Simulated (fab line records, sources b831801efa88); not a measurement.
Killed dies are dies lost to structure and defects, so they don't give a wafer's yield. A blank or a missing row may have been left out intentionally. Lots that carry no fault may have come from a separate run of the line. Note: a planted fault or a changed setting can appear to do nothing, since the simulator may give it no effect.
Split-lot study | flow sfq line | 23 wafers read across 5 lots, on a route 325 steps long

== THE SPLIT ITSELF ==
At SFQ_TRILAYER_M0_LITHO_COAT_026 (resist thk 62 nm), the setting resist thk nm was moved away from the recipe's 62 nm on 5 of the 23 wafers read, by -3.3% to +4.4%. All remaining wafers had this setting at the recipe value.

Reading taken at the split's own step.

== THE READING ==
BARC_of_TRILAYER_M0_LITHO_COAT_026.thk nm (the simulator's own value, which no gauge read), in nm, at SFQ_TRILAYER_M0_LITHO_COAT_026 (resist thk 62 nm). No usual value for it is given in the file. Average 61.95 nm, standard deviation 0.12 nm, over the 18 wafers here run with the recipe.

wafer  | tool, chamber at the split | resist thk nm as run, nm | against the recipe | BARC_of_TRILAYER_M0_LITHO_COAT_026.thk nm, nm | against lot-mates on the recipe
L074.1 | litho track-01, 0          | 64.7                     | +4.4%              | 64.72                                         | +2.86
L074.2 | litho track-01, 0          | 62                       | recipe             | 61.88                                         | -
L074.4 | litho track-01, 0          | 64.7                     | +4.4%              | 64.44                                         | +2.58
L074.5 | litho track-01, 0          | 62                       | recipe             | 61.84                                         | -
L074.6 | litho track-01, 0          | 64.7                     | +4.4%              | 64.77                                         | +2.91
L075.1 | litho track-04, 0          | 62                       | recipe             | 62                                            | -
L075.3 | litho track-04, 0          | 62                       | recipe             | 62.14                                         | -
L075.5 | litho track-04, 0          | 62                       | recipe             | 62.26                                         | -
L077.2 | litho track-04, 0          | 62                       | recipe             | 61.92                                         | -
L077.3 | litho track-04, 0          | 62                       | recipe             | 61.75                                         | -
L077.4 | litho track-04, 0          | 62                       | recipe             | 62                                            | -
L077.5 | litho track-04, 0          | 62                       | recipe             | 61.79                                         | -
L077.6 | litho track-04, 0          | 62                       | recipe             | 61.94                                         | -
L078.2 | litho track-01, 0          | 62                       | recipe             | 62.09                                         | -
L078.3 | litho track-01, 0          | 62                       | recipe             | 61.86                                         | -
L078.4 | litho track-01, 0          | 62                       | recipe             | 62.06                                         | -
L078.5 | litho track-01, 0          | 62                       | recipe             | 61.87                                         | -
L078.6 | litho track-01, 0          | 62                       | recipe             | 61.97                                         | -
L082.1 | litho track-02, 0          | 62                       | recipe             | 61.9                                          | -
L082.2 | litho track-02, 0          | 62                       | recipe             | 61.9                                          | -
L082.3 | litho track-02, 0          | 62                       | recipe             | 61.9                                          | -
L082.4 | litho track-02, 0          | 59.94                    | -3.3%              | 59.81                                         | -2.09
L082.6 | litho track-02, 0          | 59.94                    | -3.3%              | 59.98                                         | -1.92

THE FIT
A straight line over all 23 wafers: BARC_of_TRILAYER_M0_LITHO_COAT_026.thk nm changes by +0.619 nm for each +1% of resist thk nm; r = +0.99; the points scatter about the line by 0.13 nm.
The same after taking each lot's own level away (the mean of its wafers on the recipe; 23 wafers): +0.628 nm for each +1%; r = +1.00; scatter 0.1 nm.
On that fit, the largest move of resist thk nm shifts the reading by 2.7 nm.
The lots' own levels span 61.860 to 62.133 nm, that is 2.2 times the standard deviation above.
The two slopes agree, so the slope changes little with the lot-to-lot level.
Check: with one of the wafers moved furthest among these (+4.4%) left out of the fit, the line predicts +2.71 nm for it against its lot-mates. It came out at +2.86 nm against them.

== OTHER SPLITS ON THESE WAFERS ==
Before the reading, these wafers also passed through other splits. Each is held against what the fit with the lots' levels taken away leaves over:
other split on the same wafers                | wafers away from the commonest value | r with BARC_of_TRILAYER_M0_LITHO_COAT_026.thk nm (lot level and that fit taken away)
SFQ_TRILAYER_INCOMING_OXIDATION_002 ox time s | 15                                   | -0.13
SFQ_TRILAYER_L0_LITHO_COAT_010 spin rpm       | 11                                   | +0.21
SFQ_TRILAYER_L0_VIA_LITHO_EXPOSE_014 dose mj  | 8                                    | +0.03

== THE FILE'S OWN FIT ==
BARC_of_TRILAYER_M0_LITHO_COAT_026.thk nm changes by +0.626 nm for each +1% of resist thk nm, r = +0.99.
